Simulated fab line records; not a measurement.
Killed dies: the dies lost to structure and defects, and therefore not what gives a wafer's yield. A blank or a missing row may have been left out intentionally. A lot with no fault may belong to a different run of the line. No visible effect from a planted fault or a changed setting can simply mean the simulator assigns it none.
A lot that was struck, set against a sound lot :: flow sky130 :: 15 steps out of a route of 708
Sound: wafers L541.1, L541.2, L541.6. The struck wafers were L538.2, L538.4, L538.6. The cause comes at the end.
At each step with rows: each side's tool, then ch and its chambers, then its first start. Under that, the readings that differ: sound wafers :: struck wafers :: difference of the means :: sigmas: that difference in standard deviations of wafers without a fault.
alike: readings with means less than 2 such deviations apart, plus words and numbers identical on both sides. not compared: withheld readings, readings lacking a value on some wafer, bounds such as >300 that could conceal the same value, and numbers that have no deviation in the record and whose values overlap.
The two part at a step that has a row with sigmas, a row that says differs or no value, or rows on one side only. Numbers that don't overlap but have no deviation are shown without sigmas and don't part them. Lack of a reading on every wafer of one side parts them only where that side has two or more wafers.

SKY_FIELD_ISO_THK_MEAS_04:
  struck on film-metro-03, day 5 00:55; sound on film-metro-01, day 5 13:24
  alike: FIELD_ISO_CVD_03_THK
then, 8 steps without rows for these wafers: SKY_FIELD_ISO_DEHYDRATE_05 (time 60 s); SKY_FIELD_ISO_HMDS_06 (prime time 60 s); SKY_FIELD_ISO_COAT_07 (resist thk 60 nm); SKY_FIELD_ISO_COAT_08 (resist thk 450 nm); SKY_FIELD_ISO_SOFTBAKE_09 (time 90 s); SKY_FIELD_ISO_EXPOSE_10 (exposes mask FOM, target cd 150 nm); SKY_FIELD_ISO_PEB_11; SKY_FIELD_ISO_DEVELOP_12 (develop time 60 s).
SKY_FIELD_ISO_CD_MEAS_13 targets a cd of 150 nm.
  struck on cd-sem-02, day 5 18:47; sound on cd-sem-01, day 6 07:19
  alike: cd-nm
SKY_FIELD_ISO_ETCH_14: etches BARC in N2/H2, stops on SiO2, time 45.9 s, target depth 60 nm.
  sound on rie-diel-03 ch 1,2, day 6 07:26; struck on rie-diel-01 ch 1,3, day 5 18:53
  alike: drypump-motor-current-A, oes-product-au, throttle-valve-pct
  not compared: rf-hours-counter-h
SKY_FIELD_ISO_ETCH_15: etches the open film in CHF3/O2, stops on Si, target depth 180 nm, time 72 s.
  sound on rie-diel-03 ch 1,2, day 6 07:29; struck on rie-diel-01 ch 1,3, day 5 18:56
  alike: drypump-motor-current-A, oes-product-au, throttle-valve-pct
  not compared: rf-hours-counter-h
SKY_FIELD_ISO_STRIP_16: strips in O2/N2.
  sound on plasma-asher-01 ch 0,1, day 6 07:32; struck on plasma-asher-03 ch 0, day 5 18:59
reading: overash-fraction
sound: 0.5 0.5 0.5
struck: 0.7 0.7 0.7
difference: +0.2
sigmas: 
  alike: drypump-motor-current-A, o2-flow-sccm, oes-product-au, strip-time-to-endpoint-s
  not compared: rf-hours-counter-h
SKY_FIELD_ISO_ETCH_17: etches Si in HBr/Cl2/O2, target depth 342 nm, time 97.7 s.
  sound on rie-si-02 ch 0,1,3, day 6 07:38; struck on rie-si-01 ch 0,1, day 5 19:05
reading: throttle-valve-pct (%)
sound: 25.672 25.661 25.668
struck: 25.639 25.636 25.650
difference: -0.025
sigmas: -2
  alike: drypump-motor-current-A, oes-product-au
  not compared: rf-hours-counter-h
-- here the record skips 44 days between the struck wafers' starts before and after, leaving off in module FIELD_ISO and picking up in module PAD_OPEN (first step shown: number 708 of the route) --
SKY_PAD_OPEN_PROBE_99:
  struck on prober-01, day 49 21:01; sound on prober-02, day 50 10:38
  alike: killed_at_M0_to_M3, killed_at_M4_up, killed-at-contacts, killed-at-front-end, killed-at-other, killed-dies, killed-on-rim, killed-open, killed-short

## WHERE THEY PART
Only at SKY_FIELD_ISO_ETCH_17, within this record. Later steps at which nothing parts them and some readings are alike: SKY_PAD_OPEN_PROBE_99.

WHY: whatever the simulator had introduced
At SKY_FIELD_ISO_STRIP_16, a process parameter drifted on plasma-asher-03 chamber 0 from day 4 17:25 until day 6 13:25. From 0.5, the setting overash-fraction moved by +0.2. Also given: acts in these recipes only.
